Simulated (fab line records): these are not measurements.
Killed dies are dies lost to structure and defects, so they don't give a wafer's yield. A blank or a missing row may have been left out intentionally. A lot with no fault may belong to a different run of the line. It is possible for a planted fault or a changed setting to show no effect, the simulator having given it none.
fab line records	flow sfq_line
record: lots: 15	wafers: 45	last_day: 80
route steps=325 shown M7@292 I7@303
lots with no fault: from the same line, run without faults
start_h: hours from the record's first day to the start of the lot's first wafer shown	wait_h: hours from the lot's prior step to this one	" unchanged from the row above	L1.1+2: several wafers, shown together as one row	- either no value or no given start	* or withheld: withheld	< > ~ a bound
route shown NAME@n: a module of which the file shows steps, and the number in the route of the first	usual: mean/standard deviation taken from wafers without a fault	same: alike in all rows	chamber/n: place in a boat	sites: per-site readings	_std_site: how widely they spread, as a standard deviation	_edge_site: outer sites' mean less inner sites'	radius_mm: for every site, how far away it sits from the centre of the wafer	mask NAME#n: copy n	behind: the tool/chamber that last shaped the wafer	hold: the reason the lot was held/the length of the hold in hours/how it ended	device: the n, p or np transistor that did not switch	end of line: tests of these same wafers at the route's end	for a step that has no rows: nothing shown but its recipe	killed: dies that structure and defects cost at the first sort, which is not the same as the wafer's yield	map: the dies of a wafer, with x for killed, . for not killed, _ for no die there
set.NAME: the setting the step ran with; set.NAME@STEP: the setting that earlier step ran with	model.NAME: the simulator's own value behind a step, which no gauge read
steps of the route over a sample of lots; a table a step, a row a wafer
services: the hour from which a tool's chamber was out of use, counted from the record's first day as start_h (under 0 if before that day), plus the number of hours and why
== steps ==
step: SFQ_TRILAYER_M7_BARC_OPEN_METAL_ETCH_229
recipe: mask_material: PR	chemistry: O2	target_depth_nm: 125	target: BARC	icp_w: 600	bias_w: 80	pressure_mtorr: 10	time_s: 41.7
usual: bias_w: 79.98/0.23	chamber_pressure_mTorr: 10.002/0.0098	drypump_motor_current_A: 5.4/0.42	he_backside_leak_sccm: 3.49/0.23	oes_product_au: 0.685/0.0048
lot.wafer	tool	chamber	start_h	wait_h	bias_w	chamber_pressure_mTorr	drypump_motor_current_A	he_backside_leak_sccm	oes_product_au	rf_hours_counter_h
L424.2	rie_metal-02	0	1569.96	0.0	80.09	10.022	5.7	3.61	0.686	95
L424.3	"	1	"	"	79.87	9.987	5.9	3.37	0.695	-
L424.4	"	0	"	"	79.92	10.001	5.8	3.49	0.680	-
L426.4	rie_metal-04	1	1580.78	0.0	79.77	10.005	4.9	3.41	0.681	-
L426.5	"	0	"	"	80.14	9.990	5.1	2.96	0.685	-
L426.6	"	1	"	"	79.98	9.999	4.9	3.35	0.685	-
L428.1	rie_metal-04	1	1585.56	0.0	79.97	10.004	4.9	3.64	0.684	44
L428.2	"	0	"	"	80.06	9.998	5.1	3.20	0.689	26
L428.4	"	1	"	"	80.21	9.998	4.8	3.64	0.691	-
L432.1	rie_metal-02	1	1642.36	0.0	-	-	-	-	-	-
L432.2	"	0	"	"	-	-	-	-	-	-
L432.4	"	1	"	"	-	-	-	-	-	-
L433.1	rie_metal-02	0	1644.76	0.0	-	-	-	-	-	-
L433.2	"	1	"	"	-	-	-	-	-	-
L433.4	"	1	"	"	-	-	-	-	-	-
L434.1	rie_metal-04	1	1652.06	0.0	-	-	-	-	-	-
L434.3	"	0	"	"	-	-	-	-	-	-
L434.4	"	1	"	"	-	-	-	-	-	-
L437.2	rie_metal-02	1	1660.46	0.0	79.75	10.012	5.9	3.40	0.680	64
L437.4	"	1	"	"	80.13	10.009	5.9	3.28	0.678	-
L437.6	"	0	"	"	79.89	10.016	5.8	3.47	0.687	-
L438.1	rie_metal-02	0	1664.06	0.0	79.99	9.990	5.7	3.82	0.684	109
L438.2	"	1	"	"	80.22	10.022	5.9	3.49	0.684	65
L438.5	"	1	"	"	80.37	9.988	6.0	3.31	0.688	-
L439.3	rie_metal-02	0	1666.48	0.0	79.70	9.992	5.8	3.60	0.684	-
L439.5	"	0	"	"	79.72	10.004	5.8	3.79	0.686	-
L439.6	"	1	"	"	80.12	10.010	5.9	3.47	0.680	-
L440.1	rie_metal-04	0	1670.06	0.0	80.36	10.010	5.1	3.03	0.678	42
L440.4	"	1	"	"	79.93	9.995	4.8	3.68	0.684	-
L440.6	"	0	"	"	80.01	9.975	5.1	3.16	0.677	-
L441.2	rie_metal-01	1	1677.26	0.0	79.90	10.000	5.1	3.63	0.684	62
L441.3	"	1	"	"	79.94	10.001	5.2	3.73	0.693	-
L441.5	"	0	"	"	80.51	10.005	5.1	3.31	0.683	-
L442.2	rie_metal-04	0	1684.46	0.0	79.72	10.008	5.1	3.29	0.683	44
L442.4	"	0	"	"	79.76	10.001	5.1	3.18	0.684	-
L442.5	"	1	"	"	80.04	10.009	4.9	3.40	0.688	-
L443.1	rie_metal-02	0	1688.06	0.0	79.78	9.991	5.7	3.95	0.682	114
L443.2	"	1	"	"	79.84	10.003	5.9	3.45	0.687	69
L443.6	"	0	"	"	80.09	10.020	5.7	3.94	0.684	-
L444.2	rie_metal-02	0	1690.46	0.0	79.68	10.003	5.7	3.40	0.687	114
L444.4	"	1	"	"	79.71	9.993	5.9	3.36	0.682	-
L444.6	"	0	"	"	79.70	9.997	5.7	3.49	0.686	-
L445.1	rie_metal-01	0	1694.06	0.0	80.15	9.988	5.1	3.45	0.689	85
L445.3	"	0	"	"	80.13	9.988	5.1	3.40	0.684	-
L445.5	"	0	"	"	80.03	10.000	5.1	3.55	0.683	-
step: SFQ_TRILAYER_M7_ETCH_METAL_ETCH_180
recipe: target: Nb	stop_on: SiO2	mask_material: PR	chemistry: Cl2/Ar	target_depth_nm: 240	icp_w: 600	bias_w: 80	pressure_mtorr: 10	time_s: 120
usual: bias_w: 80.05/0.24	chamber_pressure_mTorr: 9.999/0.01	drypump_motor_current_A: 5.4/0.42	he_backside_leak_sccm: 3.5/0.43	oes_product_au: 0.896/0.0074
lot.wafer	tool	chamber	start_h	wait_h	bias_w	chamber_pressure_mTorr	drypump_motor_current_A	he_backside_leak_sccm	oes_product_au	rf_hours_counter_h
L424.2	rie_metal-02	0	1570.02	0.0	80.26	9.979	5.7	3.7	0.889	95
L424.3	"	1	"	"	80.09	9.998	5.9	3.4	0.891	-
L424.4	"	0	"	"	80.25	10.004	5.7	3.6	0.895	-
L426.4	rie_metal-04	1	1580.87	0.1	79.87	9.990	4.9	3.4	0.895	-
L426.5	"	0	"	"	79.48	10.005	5.1	3.2	0.893	-
L426.6	"	1	"	"	79.92	9.978	4.9	3.4	0.898	-
L428.1	rie_metal-04	1	1585.62	0.0	80.41	10.013	4.8	3.4	0.906	45
L428.2	"	0	"	"	80.35	10.000	5.1	3.0	0.895	26
L428.4	"	1	"	"	80.23	9.989	4.8	3.5	0.907	-
L432.1	rie_metal-02	1	1642.42	0.0	80.12	10.005	5.9	3.3	0.373	61
L432.2	"	0	"	"	80.09	9.992	5.8	3.6	0.377	105
L432.4	"	1	"	"	80.05	9.982	5.9	3.3	0.374	-
L433.1	rie_metal-02	0	1644.82	0.0	80.01	10.013	5.8	3.6	0.373	106
L433.2	"	1	"	"	79.84	10.000	5.9	3.3	0.375	62
L433.4	"	1	"	"	79.46	9.982	5.9	3.4	0.378	-
L434.1	rie_metal-04	1	1652.12	0.0	80.47	9.985	4.8	3.2	0.372	57
L434.3	"	0	"	"	79.94	9.985	5.1	3.1	0.377	-
L434.4	"	1	"	"	79.86	10.002	4.8	3.4	0.371	-
L437.2	rie_metal-02	1	1660.52	0.0	80.47	9.995	6.0	3.4	0.890	64
L437.4	"	1	"	"	80.26	9.993	5.9	3.5	0.900	-
L437.6	"	0	"	"	79.70	10.004	5.7	3.7	0.900	-
L438.1	rie_metal-02	0	1664.12	0.0	79.67	9.997	5.7	3.0	0.899	109
L438.2	"	1	"	"	80.30	10.003	5.9	3.5	0.887	65
L438.5	"	1	"	"	80.26	9.985	6.0	3.5	0.891	-
L439.3	rie_metal-02	0	1666.56	0.1	79.58	10.007	5.7	3.7	0.893	-
L439.5	"	0	"	"	79.96	10.002	5.7	7.2	0.893	-
L439.6	"	1	"	"	80.38	10.001	6.0	3.3	0.897	-
L440.1	rie_metal-04	0	1670.12	0.0	79.75	10.009	5.1	3.1	0.894	42
L440.4	"	1	"	"	80.27	10.005	4.9	3.4	0.882	-
L440.6	"	0	"	"	79.85	9.995	5.1	3.0	0.895	-
L441.2	rie_metal-01	1	1677.32	0.0	80.09	9.995	5.2	3.6	0.905	62
L441.3	"	1	"	"	80.08	9.996	5.2	3.6	0.897	-
L441.5	"	0	"	"	79.87	10.006	5.0	3.4	0.894	-
L442.2	rie_metal-04	0	1684.52	0.0	80.50	10.007	5.1	3.1	0.880	44
L442.4	"	0	"	"	80.27	10.002	5.1	3.1	0.887	-
L442.5	"	1	"	"	80.40	9.995	4.8	3.7	0.882	-
L443.1	rie_metal-02	0	1688.12	0.0	80.56	9.992	5.8	3.8	0.890	114
L443.2	"	1	"	"	80.17	10.011	5.9	3.3	0.906	69
L443.6	"	0	"	"	80.37	10.000	5.8	3.8	0.891	-
L444.2	rie_metal-02	0	1690.52	0.0	80.42	10.002	5.7	3.6	0.894	114
L444.4	"	1	"	"	79.82	9.981	6.0	3.4	0.898	-
L444.6	"	0	"	"	80.24	9.980	5.7	3.7	0.886	-
L445.1	rie_metal-01	0	1694.12	0.0	79.90	10.011	5.1	3.2	0.895	86
L445.3	"	0	"	"	80.32	9.991	5.1	3.0	0.900	-
L445.5	"	0	"	"	79.86	10.011	5.1	3.3	0.894	-
step: SFQ_TRILAYER_I7_VIA_LITHO_EXPOSE_188
recipe: mask_id: I7	na: 0.6	source_shape: conventional	sigma_outer: 0.65	target_cd_nm: 1000	dose_mj: 21.3
usual: exposure_dose_mJ_cm2: 21.302/0.019	focus_offset_nm: 0.0/0.55	stage_vel_mm_s: 500.04/0.25
lot.wafer	tool	chamber	start_h	wait_h	mask	exposure_dose_mJ_cm2	focus_offset_nm	stage_vel_mm_s
L424.2	krf_scanner-01	0	1704.77	-	I7#0	21.294	0.0	499.77
L424.3	"	0	"	"	I7#0	21.291	-0.2	499.87
L424.4	"	0	"	"	I7#0	21.308	0.2	499.78
L426.4	krf_scanner-01	0	1720.77	-	I7#0	21.292	0.0	499.79
L426.5	"	0	"	"	I7#0	21.320	0.1	500.06
L426.6	"	0	"	"	I7#0	21.301	-0.6	500.22
L428.1	krf_scanner-01	0	1732.17	-	I7#0	21.304	0.0	499.83
L428.2	"	0	"	"	I7#0	21.282	0.9	499.86
L428.4	"	0	"	"	I7#0	21.301	-0.2	500.23
L432.1	krf_scanner-01	-	1774.17	-	I7#0	-	-	-
L432.2	"	-	"	"	I7#0	-	-	-
L432.4	"	-	"	"	I7#0	-	-	-
L433.1	krf_scanner-01	-	1776.57	-	I7#0	-	-	-
L433.2	"	-	"	"	I7#0	-	-	-
L433.4	"	-	"	"	I7#0	-	-	-
L434.1	krf_scanner-01	-	1782.57	-	I7#0	-	-	-
L434.3	"	-	"	"	I7#0	-	-	-
L434.4	"	-	"	"	I7#0	-	-	-
L437.2	krf_scanner-02	0	1788.94	-	I7#0	21.307	-0.6	500.42
L437.4	"	0	"	"	I7#0	21.296	-1.1	500.19
L437.6	"	0	"	"	I7#0	21.289	-0.2	500.17
L438.1	krf_scanner-02	0	1793.54	-	I7#0	21.276	0.1	499.95
L438.2	"	0	"	"	I7#0	21.300	0.2	499.81
L438.5	"	0	"	"	I7#0	21.280	0.8	500.32
L439.3	krf_scanner-02	0	1799.94	-	I7#0	21.304	0.2	499.58
L439.5	"	0	"	"	I7#0	21.265	-0.1	500.08
L439.6	"	0	"	"	I7#0	21.285	0.1	499.57
L440.1	krf_scanner-02	0	1801.94	-	I7#0	21.287	0.8	499.68
L440.4	"	0	"	"	I7#0	21.292	0.0	500.30
L440.6	"	0	"	"	I7#0	21.277	0.1	500.24
L441.2	krf_scanner-02	0	1804.54	-	I7#0	21.314	0.0	499.66
L441.3	"	0	"	"	I7#0	21.314	0.4	500.01
L441.5	"	0	"	"	I7#0	21.298	0.6	499.76
L442.2	krf_scanner-01	0	1814.27	-	I7#0	21.298	0.6	499.75
L442.4	"	0	"	"	I7#0	21.294	1.0	500.06
L442.5	"	0	"	"	I7#0	21.287	0.6	499.60
L443.1	krf_scanner-01	0	1816.47	-	I7#0	21.308	-0.7	499.72
L443.2	"	0	"	"	I7#0	21.311	0.4	500.45
L443.6	"	0	"	"	I7#0	21.283	-0.2	500.17
L444.2	krf_scanner-01	0	1817.87	-	I7#0	21.334	-0.9	500.45
L444.4	"	0	"	"	I7#0	21.317	-0.2	499.70
L444.6	"	0	"	"	I7#0	21.327	-1.1	500.23
L445.1	krf_scanner-01	0	1821.27	-	I7#0	21.297	0.6	499.59
L445.3	"	0	"	"	I7#0	21.298	0.4	499.94
L445.5	"	0	"	"	I7#0	21.287	0.6	500.23
step: SFQ_TRILAYER_I7_VIA_ETCH_VIA_ETCH_190
recipe: target: SiO2	stop_on: Nb	mask_material: PR	taper_deg: 20	chemistry: CHF3	target_depth_nm: 260	source_w: 500	bias_w: 80	pressure_mtorr: 30	time_s: withheld
usual: bias_w: 80.01/0.22	chamber_pressure_mTorr: 30.00/0.031	drypump_motor_current_A: 5.7/0.35	oes_product_au: 0.855/0.0056
lot.wafer	tool	chamber	start_h	wait_h	bias_w	chamber_pressure_mTorr	drypump_motor_current_A	oes_product_au
L424.2	rie_diel-01	0	1706.15	0.0	80.10	30.01	5.6	0.858
L424.3	"	3	"	"	80.13	29.97	6.2	0.859
L424.4	"	2	"	"	80.07	29.99	5.8	0.843
L426.4	rie_diel-01	3	1721.75	0.0	79.95	29.98	6.2	0.851
L426.5	"	0	"	"	80.05	30.01	5.6	0.850
L426.6	"	3	"	"	79.93	30.06	6.2	0.850
L428.1	rie_diel-02	2	1733.75	0.0	79.96	30.03	5.8	0.862
L428.2	"	1	"	"	79.87	30.02	5.4	0.850
L428.4	"	3	"	"	79.82	29.98	5.8	0.854
L432.1	rie_diel-02	1	1775.75	0.0	80.19	30.01	5.5	0.380
L432.2	"	3	"	"	79.94	30.00	5.8	0.382
L432.4	"	0	"	"	79.62	30.02	6.1	0.378
L433.1	rie_diel-03	1	1778.15	0.0	79.72	30.04	5.5	0.376
L433.2	"	3	"	"	79.91	30.00	5.9	0.370
L433.4	"	2	"	"	80.04	30.00	5.7	0.367
L434.1	rie_diel-01	0	1784.15	0.0	80.19	30.00	5.6	0.379
L434.3	"	1	"	"	80.09	30.00	5.8	0.372
L434.4	"	3	"	"	80.14	30.01	6.2	0.380
L437.2	rie_diel-02	2	1790.32	0.0	80.26	30.00	5.8	0.862
L437.4	"	3	"	"	79.93	30.03	5.8	0.851
L437.6	"	1	"	"	80.17	30.03	5.4	0.860
L438.1	rie_diel-03	0	1795.12	0.0	79.90	30.02	4.8	0.847
L438.2	"	2	"	"	80.13	30.01	5.8	0.864
L438.5	"	1	"	"	79.98	30.01	5.4	0.858
L439.3	rie_diel-03	1	1801.12	0.0	79.62	29.97	5.4	0.853
L439.5	"	0	"	"	80.31	30.01	4.8	0.848
L439.6	"	1	"	"	79.81	29.98	5.5	0.858
L440.1	rie_diel-01	2	1803.52	0.0	80.31	29.95	5.8	0.847
L440.4	"	1	"	"	80.43	29.98	5.8	0.849
L440.6	"	3	"	"	80.60	29.98	6.2	0.850
L441.2	rie_diel-03	1	1805.92	0.0	79.73	30.05	5.4	0.865
L441.3	"	3	"	"	79.79	29.94	5.8	0.856
L441.5	"	1	"	"	79.88	29.99	5.4	0.859
L442.2	rie_diel-01	0	1815.65	0.0	79.95	29.97	5.6	0.847
L442.4	"	3	"	"	80.62	29.99	6.2	0.860
L442.5	"	3	"	"	80.16	29.97	6.2	0.861
L443.1	rie_diel-02	2	1818.05	0.0	80.16	30.01	5.8	0.848
L443.2	"	1	"	"	79.93	29.93	5.4	0.862
L443.6	"	0	"	"	79.95	29.97	6.0	0.843
L444.2	rie_diel-03	0	1819.25	0.0	80.03	30.01	4.8	0.853
L444.4	"	1	"	"	80.28	29.97	5.4	0.866
L444.6	"	0	"	"	80.07	29.99	4.8	0.856
L445.1	rie_diel-02	1	1822.85	0.0	80.53	30.04	5.4	0.864
L445.3	"	0	"	"	80.11	30.00	6.0	0.854
L445.5	"	3	"	"	79.92	29.98	5.8	0.856
== services ==
tool	chamber	start_h	hours	kind
krf_scanner-02	-	1554.34	0.2	repair
rie_diel-03	0	1556.52	8.0	repair
rie_metal-04	-	1577.31	2.8	pm
krf_scanner-02	-	1594.13	1.0	pm
krf_scanner-01	-	1602.05	0.5	repair
krf_scanner-02	-	1606.55	1.0	repair
rie_diel-01	-	1610.53	0.6	repair
krf_scanner-01	-	1616.28	1.0	pm
rie_diel-02	0	1616.96	35.2	repair
rie_diel-01	0	1620.70	3.9	repair
krf_scanner-02	-	1644.43	1.3	pm
krf_scanner-01	-	1650.56	0.4	repair
krf_scanner-01	-	1653.32	1.3	pm
rie_diel-03	-	1659.97	1.6	repair
rie_diel-01	0	1665.31	5.8	repair
krf_scanner-01	-	1673.82	0.8	pm
rie_diel-02	2	1675.70	7.1	repair
krf_scanner-02	-	1694.93	4.4	pm
krf_scanner-02	-	1706.50	7.1	repair
krf_scanner-02	-	1713.55	3.6	pm
rie_metal-02	0	1725.21	8.9	repair
rie_metal-04	-	1765.08	0.7	repair
krf_scanner-01	-	1786.17	1.0	pm
krf_scanner-01	-	1787.17	3.6	pm
== key ==
first_sign: step: SFQ_TRILAYER_M7_BARC_OPEN_METAL_ETCH_229	reading: tool_record	direction: missing
effect: step: SFQ_TRILAYER_M7_ETCH_METAL_ETCH_180	reading: oes_product_au	direction: down	sigmas: 70	usual: 0.896	struck: 0.375
effect: step: SFQ_TRILAYER_I7_VIA_LITHO_EXPOSE_188	reading: tool_record	direction: missing
effect: step: SFQ_TRILAYER_I7_VIA_ETCH_VIA_ETCH_190	reading: oes_product_au	direction: down	sigmas: 85	usual: 0.855	struck: 0.376
met_at SFQ_TRILAYER_M7_BARC_OPEN_METAL_ETCH_229
struck_lots L432,L433,L434
onset_between 1585.56 1642.36
fault: kind: skipped_step_whole	tool: rie_metal-02,rie_metal-04	chamber: -	onset_h: 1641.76	steps: SFQ_TRILAYER_M7_BARC_OPEN_METAL_ETCH_229	scope: struck_lots_only
